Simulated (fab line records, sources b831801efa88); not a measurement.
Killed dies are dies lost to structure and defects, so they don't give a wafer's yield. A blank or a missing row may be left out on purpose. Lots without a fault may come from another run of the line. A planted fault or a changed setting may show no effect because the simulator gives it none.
Which tool did it? | flow sky130 | 24 lots, 72 wafers sampled, at 3 steps of a route of 708

WHAT THE GAUGES READ, wafer by wafer
SKY_CAP2M_THK_MEAS_01.
lot  | measured     | on            | CAP2M_CVD_00_THK (nm)
L074 | day 40 02:40 | film_metro-03 | 15.28 15.36 15.27
L075 | day 40 11:11 | film_metro-02 | 15.08 15.34 15.11
L076 | day 40 15:25 | film_metro-02 | 15.23 15.47 15.49
L077 | day 41 05:06 | film_metro-03 | 15.48 15.58 15.66
L079 | day 41 22:20 | film_metro-02 | 15.27 15.46 15.77
L080 | day 41 23:16 | film_metro-02 | 15.29 15.24 15.67
L078 | day 42 00:06 | film_metro-02 | 15.63 15.49 15.42
L081 | day 42 02:41 | film_metro-04 | 15.26 15.64 15.80
L082 | day 42 21:15 | film_metro-04 | 15.61 15.21 15.75
L083 | day 42 23:22 | film_metro-04 | 15.35 15.49 15.55
L085 | day 43 04:38 | film_metro-03 | 15.69 15.47 16.12
L084 | day 43 10:26 | film_metro-02 | 15.71 15.62 15.96
L086 | day 43 14:43 | film_metro-02 | 15.92 15.64 15.96
L087 | day 43 23:00 | film_metro-02 | 15.75 15.60 15.42
L088 | day 44 02:29 | film_metro-03 | 15.41 15.40 15.80
L089 | day 44 12:00 | film_metro-02 | 15.77 15.46 15.81
L090 | day 44 17:56 | film_metro-04 | 15.27 15.45 15.42
L092 | day 45 06:21 | film_metro-02 | 15.16 15.30 15.38
L091 | day 45 11:58 | film_metro-04 | 15.51 15.59 15.82
L093 | day 45 12:17 | film_metro-02 | 15.38 15.49 15.50
L094 | day 45 19:38 | film_metro-03 | 15.42 15.24 15.36
L096 | day 46 03:15 | film_metro-03 | 15.55 15.39 15.91
L095 | day 46 07:32 | film_metro-02 | 15.82 15.34 15.97
L097 | day 46 17:54 | film_metro-04 | 15.53 15.89 15.53

WHICH TOOL RAN EACH LOT (tool, then ch and the chambers of the sampled wafers, then the start)
lot  | SKY_VIA3_SPUTTER_20          | SKY_METAL4_SPUTTER_02
L074 | pvd_sputter-03, day 40 01:41 | pvd_sputter-01, day 40 02:32
L075 | pvd_sputter-03, day 40 10:20 | pvd_sputter-04, day 40 11:03
L076 | pvd_sputter-02, day 40 14:24 | pvd_sputter-03, day 40 15:16
L077 | pvd_sputter-04, day 41 04:15 | pvd_sputter-04, day 41 04:58
L079 | pvd_sputter-02, day 41 21:29 | pvd_sputter-01, day 41 22:12
L080 | pvd_sputter-04, day 41 22:25 | pvd_sputter-01, day 41 23:08
L078 | pvd_sputter-04, day 41 23:16 | pvd_sputter-01, day 41 23:58
L081 | pvd_sputter-03, day 42 01:51 | pvd_sputter-03, day 42 02:34
L082 | pvd_sputter-02, day 42 20:24 | pvd_sputter-01, day 42 21:07
L083 | pvd_sputter-04, day 42 22:32 | pvd_sputter-04, day 42 23:15
L085 | pvd_sputter-04, day 43 03:47 | pvd_sputter-01, day 43 04:30
L084 | pvd_sputter-04, day 43 09:35 | pvd_sputter-01, day 43 10:19
L086 | pvd_sputter-02, day 43 13:51 | pvd_sputter-03, day 43 14:34
L087 | pvd_sputter-02, day 43 22:08 | pvd_sputter-04, day 43 22:51
L088 | pvd_sputter-02, day 44 01:39 | pvd_sputter-03, day 44 02:22
L089 | pvd_sputter-03, day 44 11:10 | pvd_sputter-01, day 44 11:52
L090 | pvd_sputter-03, day 44 17:05 | pvd_sputter-04, day 44 17:49
L092 | pvd_sputter-03, day 45 05:20 | pvd_sputter-04, day 45 06:12
L091 | pvd_sputter-03, day 45 11:06 | pvd_sputter-03, day 45 11:50
L093 | pvd_sputter-04, day 45 11:24 | pvd_sputter-04, day 45 12:10
L094 | pvd_sputter-04, day 45 18:48 | pvd_sputter-04, day 45 19:31
L096 | pvd_sputter-04, day 46 02:25 | pvd_sputter-04, day 46 03:07
L095 | pvd_sputter-02, day 46 06:28 | pvd_sputter-01, day 46 07:24
L097 | pvd_sputter-03, day 46 17:04 | pvd_sputter-01, day 46 17:46
- SKY_VIA3_SPUTTER_20: material TiN, target thk 20 nm, time 80 s.
- SKY_METAL4_SPUTTER_02: material AlCu, target thk 735 nm, time 39.1 s.

WHAT THE TOOLS THEMSELVES READ (means of the sampled wafers that have a number; where no wafer has one, the mark that the record gives instead)
SKY_VIA3_SPUTTER_20.
lot  | tool           | cathode_dc_power_W (W) | throttle_valve_pct (%)
L074 | pvd_sputter-03 | 3999.6                 | 30.4
L075 | pvd_sputter-03 | 4000.1                 | 30.1
L076 | pvd_sputter-02 | 4000.0                 | 29.3
L077 | pvd_sputter-04 | 4000.1                 | 30.0
L079 | pvd_sputter-02 | 3999.9                 | 30.4
L080 | pvd_sputter-04 | 4000.4                 | 29.5
L078 | pvd_sputter-04 | 4000.6                 | 29.7
L081 | pvd_sputter-03 | 3999.4                 | 30.5
L082 | pvd_sputter-02 | 3998.7                 | 30.6
L083 | pvd_sputter-04 | 4000.2                 | 30.1
L085 | pvd_sputter-04 | 3999.9                 | 29.1
L084 | pvd_sputter-04 | 3999.8                 | 29.8
L086 | pvd_sputter-02 | 4000.0                 | 30.3
L087 | pvd_sputter-02 | 4000.2                 | 28.9
L088 | pvd_sputter-02 | 4000.0                 | 28.0
L089 | pvd_sputter-03 | 4000.6                 | 30.0
L090 | pvd_sputter-03 | 4000.3                 | 30.4
L092 | pvd_sputter-03 | 4000.5                 | 30.2
L091 | pvd_sputter-03 | 4000.0                 | 30.1
L093 | pvd_sputter-04 | 3999.6                 | 29.4
L094 | pvd_sputter-04 | 3999.5                 | 29.5
L096 | pvd_sputter-04 | 3999.7                 | 29.7
L095 | pvd_sputter-02 | 3999.6                 | 29.3
L097 | pvd_sputter-03 | 3999.8                 | 30.1

SKY_METAL4_SPUTTER_02.
lot  | tool           | cathode_dc_power_W (W) | throttle_valve_pct (%)
L074 | pvd_sputter-01 | 10599                  | 29.8
L075 | pvd_sputter-04 | 10601                  | 30.3
L076 | pvd_sputter-03 | 10599                  | 30.1
L077 | pvd_sputter-04 | 10598                  | 29.7
L079 | pvd_sputter-01 | 10601                  | 29.9
L080 | pvd_sputter-01 | 10600                  | 30.2
L078 | pvd_sputter-01 | 10598                  | 29.9
L081 | pvd_sputter-03 | 10601                  | 30.9
L082 | pvd_sputter-01 | 10599                  | 29.8
L083 | pvd_sputter-04 | 10600                  | 30.4
L085 | pvd_sputter-01 | 10600                  | 30.0
L084 | pvd_sputter-01 | 10601                  | 30.3
L086 | pvd_sputter-03 | 10600                  | 30.4
L087 | pvd_sputter-04 | 10601                  | 30.0
L088 | pvd_sputter-03 | 10600                  | 30.6
L089 | pvd_sputter-01 | 10599                  | 30.0
L090 | pvd_sputter-04 | 10599                  | 30.0
L092 | pvd_sputter-04 | 10601                  | 29.7
L091 | pvd_sputter-03 | 10600                  | 30.0
L093 | pvd_sputter-04 | 10602                  | 29.8
L094 | pvd_sputter-04 | 10600                  | 30.2
L096 | pvd_sputter-04 | 10601                  | 30.2
L095 | pvd_sputter-01 | 10600                  | 29.9
L097 | pvd_sputter-01 | 10600                  | 29.9

THE ANSWER, worked out from the rows above alone
Rule: what is usual is taken from the lots themselves. Put in order of their means at a reading, lots are off if they are a third of the lots or fewer, leave a main group of 4 or more, and stand apart from it by a gap of 3 or more times the standard deviation of the main group's means; of several such gaps the widest counts. A main group whose means are all the same, to the digits that the tables above print for the reading, isn't used. A lot without any number at a reading at which 4 lots or more have one is off too. The other lots that the step has rows for count as sound. The gauges are gone through in route order, then the tools' own readings, and for those a lot's mean is taken as printed above. The first step at which some lot is off is used, and at that step the reading that is off furthest; a lot without a number counts as furthest.
No lot is off at any reading shown: from this, nothing can be told.

WHAT THE SIMULATOR HAD PUT IN
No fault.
